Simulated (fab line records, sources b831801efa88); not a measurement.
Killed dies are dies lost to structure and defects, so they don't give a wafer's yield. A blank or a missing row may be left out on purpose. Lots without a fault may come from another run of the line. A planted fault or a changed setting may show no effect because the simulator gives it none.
Tool commonality check | flow gf180mcu | 14 lots, 39 wafers sampled

WHY IT WAS OPENED
At GF_HV_LDD_TW_MEAS_50 the reading HV_LDD_4_TW is flagged on 2 of 14 lots. Wafers without a fault read 569, standard deviation 4.1.
Rule: a lot is flagged when every wafer of it that has a number lies more than 4 standard deviations from that mean, or none has a number. The other lots count as sound.

lot  | measured     | on            | HV_LDD_4_TW, wafer by wafer | flag
L685 | day 12 12:01 | film_metro-03 | 562 563                     |
L687 | day 13 03:45 | film_metro-01 | 570 571 567                 |
L688 | day 13 07:44 | film_metro-01 | 570 566 567                 |
L689 | day 13 18:07 | film_metro-01 | 570 569 568                 |
L695 | day 15 20:29 | film_metro-01 | 30 30 30                    | FLAGGED
L696 | day 16 04:41 | film_metro-03 | 30 30 30                    | FLAGGED
L699 | day 17 02:04 | film_metro-01 | 566 569 567                 |
L701 | day 17 12:56 | film_metro-03 | 570 570 568                 |
L703 | day 18 10:28 | film_metro-01 | 566 569 567                 |
L704 | day 18 17:49 | film_metro-01 | 568 569 563                 |
L705 | day 19 02:07 | film_metro-03 | 569 568                     |
L706 | day 19 06:32 | film_metro-02 | 577 574 575                 |
L707 | day 19 18:53 | film_metro-02 | 576 575                     |
L708 | day 20 00:51 | film_metro-03 | 566 565 565                 |
The numbers of the flagged lots are 30 on average: -539 against the usual, or -99 or more standard deviations.

WHICH TOOL RAN EACH LOT
The record holds 1 process step before the reading, out of a route of 602 steps. In each cell: the tool, then ch and the chambers that the sampled wafers went through, then the start.
lot  | flag    | GF_HV_LDD_IMPLANT_48
L685 |         | implanter-02 ch 0, day 12 11:46
L687 |         | implanter-01 ch 0, day 13 03:32
L688 |         | implanter-01 ch 0, day 13 07:31
L689 |         | implanter-01 ch 0, day 13 17:52
L695 | FLAGGED | implanter-03, day 15 20:16
L696 | FLAGGED | implanter-01, day 16 04:26
L699 |         | implanter-01 ch 0, day 17 01:49
L701 |         | implanter-03 ch 0, day 17 12:43
L703 |         | implanter-02 ch 0, day 18 10:14
L704 |         | implanter-03 ch 0, day 18 17:34
L705 |         | implanter-02 ch 0, day 19 01:52
L706 |         | implanter-01 ch 0, day 19 06:19
L707 |         | implanter-01 ch 0, day 19 18:41
L708 |         | implanter-02 ch 0, day 20 00:38
What these steps do:
- GF_HV_LDD_IMPLANT_48
- GF_HV_LDD_TW_MEAS_50

FLAGGED OVER TOTAL, TOOL BY TOOL (the gauges that took the reading come last)
step                 | tool          | lots run | flagged | share of the flagged lots | sound lots run after its first flagged lot
GF_HV_LDD_IMPLANT_48 | implanter-01  | 7        | 1       | some                      | 3 (L699,L706,L707)
GF_HV_LDD_IMPLANT_48 | implanter-02  | 4        | 0       | none                      | -
GF_HV_LDD_IMPLANT_48 | implanter-03  | 3        | 1       | some                      | 2 (L701,L704)
GF_HV_LDD_TW_MEAS_50 | film_metro-01 | 7        | 1       | some                      | 3 (L699,L703,L704)
GF_HV_LDD_TW_MEAS_50 | film_metro-02 | 2        | 0       | none                      | -
GF_HV_LDD_TW_MEAS_50 | film_metro-03 | 5        | 1       | some                      | 3 (L701,L705,L708)

WHAT THE TABLE ALLOWS
No row of the table ran every flagged lot.

WHAT THE SIMULATOR HAD PUT IN
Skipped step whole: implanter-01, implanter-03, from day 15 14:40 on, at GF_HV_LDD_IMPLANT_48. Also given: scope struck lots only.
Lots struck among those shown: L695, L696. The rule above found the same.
